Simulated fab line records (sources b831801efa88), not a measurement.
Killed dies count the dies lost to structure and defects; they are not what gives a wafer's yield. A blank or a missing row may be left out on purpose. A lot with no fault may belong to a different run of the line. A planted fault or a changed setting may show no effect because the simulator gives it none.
Which tool is to blame? || flow gf180mcu || 14 lots with 42 wafers sampled at 4 steps, on a route of 602 steps

## WHAT THE GAUGES READ, wafer by wafer
GF_V2_THK_MEAS_01. Usual: V2_CVD_00_THK gives 598 nm (standard deviation 6.9).
{"lot": "L999", "measured": "day 20 04:26", "on": "film metro-01", "V2_CVD_00_THK (nm)": "605 596 603", "flag": ""}
{"lot": "L998", "measured": "day 20 08:35", "on": "film metro-01", "V2_CVD_00_THK (nm)": "596 610 595", "flag": ""}
{"lot": "L100", "measured": "day 20 21:59", "on": "film metro-01", "V2_CVD_00_THK (nm)": "601 591 598", "flag": ""}
{"lot": "L102", "measured": "day 21 16:47", "on": "film metro-02", "V2_CVD_00_THK (nm)": "599 595 596", "flag": ""}
{"lot": "L103", "measured": "day 21 22:02", "on": "film metro-01", "V2_CVD_00_THK (nm)": "604 610 594", "flag": ""}
{"lot": "L104", "measured": "day 22 13:44", "on": "film metro-04", "V2_CVD_00_THK (nm)": "601 599 602", "flag": ""}
{"lot": "L105", "measured": "day 22 21:25", "on": "film metro-04", "V2_CVD_00_THK (nm)": "607 613 604", "flag": ""}
{"lot": "L106", "measured": "day 23 02:29", "on": "film metro-01", "V2_CVD_00_THK (nm)": "593 592 598", "flag": ""}
{"lot": "L107", "measured": "day 23 12:41", "on": "film metro-02", "V2_CVD_00_THK (nm)": "598 602 597", "flag": ""}
{"lot": "L108", "measured": "day 23 21:23", "on": "film metro-01", "V2_CVD_00_THK (nm)": "594 590 596", "flag": ""}
{"lot": "L109", "measured": "day 24 08:21", "on": "film metro-01", "V2_CVD_00_THK (nm)": "597 604 599", "flag": ""}
{"lot": "L116", "measured": "day 26 13:53", "on": "film metro-01", "V2_CVD_00_THK (nm)": "579 588 589", "flag": ""}
{"lot": "L118", "measured": "day 27 01:22", "on": "film metro-04", "V2_CVD_00_THK (nm)": "595 601 603", "flag": ""}
{"lot": "L119", "measured": "day 27 09:09", "on": "film metro-01", "V2_CVD_00_THK (nm)": "595 588 592", "flag": ""}

## WHAT TOOL EACH LOT RAN ON (gives the tool, then ch and the chambers of the sampled wafers, and finally the start)
{"lot": "L999", "GF_SALICIDE_RTA_08": "rtp anneal-01 ch 0, day 16 00:16", "GF_M1_SPUTTER_02": "pvd sputter-02, day 17 01:28", "GF_V1_CVD_02": "pecvd-02 ch 0,2, day 18 01:48"}
{"lot": "L998", "GF_SALICIDE_RTA_08": "rtp anneal-02 ch 0, day 16 03:28", "GF_M1_SPUTTER_02": "pvd sputter-03, day 17 04:17", "GF_V1_CVD_02": "pecvd-01 ch 0,1, day 18 04:18"}
{"lot": "L100", "GF_SALICIDE_RTA_08": "rtp anneal-01 ch 0, day 16 16:44", "GF_M1_SPUTTER_02": "pvd sputter-02, day 17 17:41", "GF_V1_CVD_02": "pecvd-01 ch 1,2, day 18 18:08"}
{"lot": "L102", "GF_SALICIDE_RTA_08": "rtp anneal-01 ch 0, day 17 10:17", "GF_M1_SPUTTER_02": "pvd sputter-03, day 18 11:53", "GF_V1_CVD_02": "pecvd-01 ch 0,1,2, day 19 13:10"}
{"lot": "L103", "GF_SALICIDE_RTA_08": "rtp anneal-02 ch 0, day 17 15:14", "GF_M1_SPUTTER_02": "pvd sputter-02, day 18 17:29", "GF_V1_CVD_02": "pecvd-02 ch 0,1,2, day 19 19:17"}
{"lot": "L104", "GF_SALICIDE_RTA_08": "rtp anneal-02 ch 0, day 18 08:05", "GF_M1_SPUTTER_02": "pvd sputter-03, day 19 10:12", "GF_V1_CVD_02": "pecvd-02 ch 0,2, day 20 11:25"}
{"lot": "L105", "GF_SALICIDE_RTA_08": "rtp anneal-02 ch 0, day 18 15:43", "GF_M1_SPUTTER_02": "pvd sputter-04, day 19 18:00", "GF_V1_CVD_02": "pecvd-02 ch 0,1,2, day 20 20:01"}
{"lot": "L106", "GF_SALICIDE_RTA_08": "rtp anneal-02 ch 0, day 18 20:01", "GF_M1_SPUTTER_02": "pvd sputter-04, day 19 22:49", "GF_V1_CVD_02": "pecvd-02 ch 0,2, day 20 23:47"}
{"lot": "L107", "GF_SALICIDE_RTA_08": "rtp anneal-02 ch 0, day 19 07:59", "GF_M1_SPUTTER_02": "pvd sputter-04, day 20 10:35", "GF_V1_CVD_02": "pecvd-01 ch 0,2, day 21 12:02"}
{"lot": "L108", "GF_SALICIDE_RTA_08": "rtp anneal-01 ch 0, day 19 17:08", "GF_M1_SPUTTER_02": "pvd sputter-02, day 20 18:53", "GF_V1_CVD_02": "pecvd-01 ch 0,1,2, day 21 19:56"}
{"lot": "L109", "GF_SALICIDE_RTA_08": "rtp anneal-01 ch 0, day 20 05:31", "GF_M1_SPUTTER_02": "pvd sputter-02, day 21 07:24", "GF_V1_CVD_02": "pecvd-01 ch 0,1,2, day 22 07:59"}
{"lot": "L116", "GF_SALICIDE_RTA_08": "rtp anneal-02 ch 0, day 22 16:58", "GF_M1_SPUTTER_02": "pvd sputter-04, day 23 16:54", "GF_V1_CVD_02": "pecvd-01 ch 0,1,2, day 24 16:12"}
{"lot": "L118", "GF_SALICIDE_RTA_08": "rtp anneal-02 ch 0, day 23 04:31", "GF_M1_SPUTTER_02": "pvd sputter-03, day 24 04:17", "GF_V1_CVD_02": "pecvd-02 ch 0,1, day 25 03:39"}
{"lot": "L119", "GF_SALICIDE_RTA_08": "rtp anneal-02 ch 0, day 23 13:06", "GF_M1_SPUTTER_02": "pvd sputter-03, day 24 13:14", "GF_V1_CVD_02": "pecvd-02 ch 0,1, day 25 12:03"}
- GF_SALICIDE_RTA_08: time 30 s.
- GF_M1_SPUTTER_02: material AlCu, target thk 450 nm, time 23.9 s.
- GF_V1_CVD_02: deposits SiO2 from TEOS, target thk 850 nm, time 94.851 s.

## WHAT THE TOOLS THEMSELVES READ (means of the sampled wafers that have a number; where no wafer has one, the mark that the record gives instead)
GF_SALICIDE_RTA_08. Usual: lamp power pct 18.1 %, standard deviation 0.66; run length s 58.8 s, standard deviation 0.45; wafer_temp_C_max 805.1, standard deviation 2.
{"lot": "L999", "tool": "rtp anneal-01", "lamp power pct (%)": 17.4, "run length s (s)": 59.2, "wafer_temp_C_max": 803.5, "flag": ""}
{"lot": "L998", "tool": "rtp anneal-02", "lamp power pct (%)": 18.7, "run length s (s)": 58.5, "wafer_temp_C_max": 806.3, "flag": ""}
{"lot": "L100", "tool": "rtp anneal-01", "lamp power pct (%)": 17.4, "run length s (s)": 59.3, "wafer_temp_C_max": 802.7, "flag": ""}
{"lot": "L102", "tool": "rtp anneal-01", "lamp power pct (%)": 17.4, "run length s (s)": 59.3, "wafer_temp_C_max": 802.4, "flag": ""}
{"lot": "L103", "tool": "rtp anneal-02", "lamp power pct (%)": 18.7, "run length s (s)": 58.6, "wafer_temp_C_max": 806.3, "flag": ""}
{"lot": "L104", "tool": "rtp anneal-02", "lamp power pct (%)": 18.7, "run length s (s)": 58.6, "wafer_temp_C_max": 806.6, "flag": ""}
{"lot": "L105", "tool": "rtp anneal-02", "lamp power pct (%)": 18.7, "run length s (s)": 58.4, "wafer_temp_C_max": 806.0, "flag": ""}
{"lot": "L106", "tool": "rtp anneal-02", "lamp power pct (%)": 18.7, "run length s (s)": 95.3, "wafer_temp_C_max": 805.8, "flag": "OFF"}
{"lot": "L107", "tool": "rtp anneal-02", "lamp power pct (%)": 18.7, "run length s (s)": 95.2, "wafer_temp_C_max": 806.0, "flag": "OFF"}
{"lot": "L108", "tool": "rtp anneal-01", "lamp power pct (%)": 17.4, "run length s (s)": 59.5, "wafer_temp_C_max": 802.9, "flag": ""}
{"lot": "L109", "tool": "rtp anneal-01", "lamp power pct (%)": 17.4, "run length s (s)": 59.2, "wafer_temp_C_max": 802.9, "flag": ""}
{"lot": "L116", "tool": "rtp anneal-02", "lamp power pct (%)": 18.7, "run length s (s)": 58.4, "wafer_temp_C_max": 807.1, "flag": ""}
{"lot": "L118", "tool": "rtp anneal-02", "lamp power pct (%)": 18.7, "run length s (s)": 58.5, "wafer_temp_C_max": 805.4, "flag": ""}
{"lot": "L119", "tool": "rtp anneal-02", "lamp power pct (%)": 18.7, "run length s (s)": 58.4, "wafer_temp_C_max": 806.8, "flag": ""}

GF_M1_SPUTTER_02. Usual: chamber pressure pa 0.3998 Pa, standard deviation 0.00087; throttle valve pct 29.6 %, standard deviation 0.93.
{"lot": "L999", "tool": "pvd sputter-02", "chamber pressure pa (Pa)": 0.4010, "throttle valve pct (%)": 31.1, "flag": ""}
{"lot": "L998", "tool": "pvd sputter-03", "chamber pressure pa (Pa)": 0.4000, "throttle valve pct (%)": 29.9, "flag": ""}
{"lot": "L100", "tool": "pvd sputter-02", "chamber pressure pa (Pa)": 0.3992, "throttle valve pct (%)": 29.1, "flag": ""}
{"lot": "L102", "tool": "pvd sputter-03", "chamber pressure pa (Pa)": 0.4003, "throttle valve pct (%)": 29.4, "flag": ""}
{"lot": "L103", "tool": "pvd sputter-02", "chamber pressure pa (Pa)": 0.3995, "throttle valve pct (%)": 29.5, "flag": ""}
{"lot": "L104", "tool": "pvd sputter-03", "chamber pressure pa (Pa)": 0.3997, "throttle valve pct (%)": 29.8, "flag": ""}
{"lot": "L105", "tool": "pvd sputter-04", "chamber pressure pa (Pa)": 0.4004, "throttle valve pct (%)": 29.4, "flag": ""}
{"lot": "L106", "tool": "pvd sputter-04", "chamber pressure pa (Pa)": 0.4000, "throttle valve pct (%)": 29.2, "flag": ""}
{"lot": "L107", "tool": "pvd sputter-04", "chamber pressure pa (Pa)": 0.3993, "throttle valve pct (%)": 28.6, "flag": ""}
{"lot": "L108", "tool": "pvd sputter-02", "chamber pressure pa (Pa)": 0.4000, "throttle valve pct (%)": 29.5, "flag": ""}
{"lot": "L109", "tool": "pvd sputter-02", "chamber pressure pa (Pa)": 0.3998, "throttle valve pct (%)": 30.2, "flag": ""}
{"lot": "L116", "tool": "pvd sputter-04", "chamber pressure pa (Pa)": 0.3989, "throttle valve pct (%)": 29.3, "flag": ""}
{"lot": "L118", "tool": "pvd sputter-03", "chamber pressure pa (Pa)": 0.4006, "throttle valve pct (%)": 29.9, "flag": ""}
{"lot": "L119", "tool": "pvd sputter-03", "chamber pressure pa (Pa)": 0.3991, "throttle valve pct (%)": 29.6, "flag": ""}

GF_V1_CVD_02. Usual: heater power w reads 622 W (standard deviation 68).
{"lot": "L999", "tool": "pecvd-02", "heater power w (W)": 610, "flag": ""}
{"lot": "L998", "tool": "pecvd-01", "heater power w (W)": 569, "flag": ""}
{"lot": "L100", "tool": "pecvd-01", "heater power w (W)": 656, "flag": ""}
{"lot": "L102", "tool": "pecvd-01", "heater power w (W)": 615, "flag": ""}
{"lot": "L103", "tool": "pecvd-02", "heater power w (W)": 575, "flag": ""}
{"lot": "L104", "tool": "pecvd-02", "heater power w (W)": 593, "flag": ""}
{"lot": "L105", "tool": "pecvd-02", "heater power w (W)": 617, "flag": ""}
{"lot": "L106", "tool": "pecvd-02", "heater power w (W)": 596, "flag": ""}
{"lot": "L107", "tool": "pecvd-01", "heater power w (W)": 614, "flag": ""}
{"lot": "L108", "tool": "pecvd-01", "heater power w (W)": 663, "flag": ""}
{"lot": "L109", "tool": "pecvd-01", "heater power w (W)": 655, "flag": ""}
{"lot": "L116", "tool": "pecvd-01", "heater power w (W)": 635, "flag": ""}
{"lot": "L118", "tool": "pecvd-02", "heater power w (W)": 656, "flag": ""}
{"lot": "L119", "tool": "pecvd-02", "heater power w (W)": 628, "flag": ""}

## THE ANSWER, worked out from the rows above alone
Rule: lot off if the mean of its wafers having a number is beyond 3 standard deviations from the usual mean. Also off: a lot with no number at a reading for which 4 or more lots have one. All remaining lots with rows at the step are treated as sound. First the gauges in route order, then the tools' own readings, where a lot's mean is used as printed above. At the first step where some lot is off, the reading lying furthest off is the one used; lots without a number count as furthest.
Off: L106, L107, at GF_SALICIDE_RTA_08 (run length s).
If a tool, at that step or one of the process steps before it, ran each lot that is off and ran no sound lot following the first of them, it fits. None of those tried fits.

## WHAT HAD BEEN PUT IN BY THE SIMULATOR
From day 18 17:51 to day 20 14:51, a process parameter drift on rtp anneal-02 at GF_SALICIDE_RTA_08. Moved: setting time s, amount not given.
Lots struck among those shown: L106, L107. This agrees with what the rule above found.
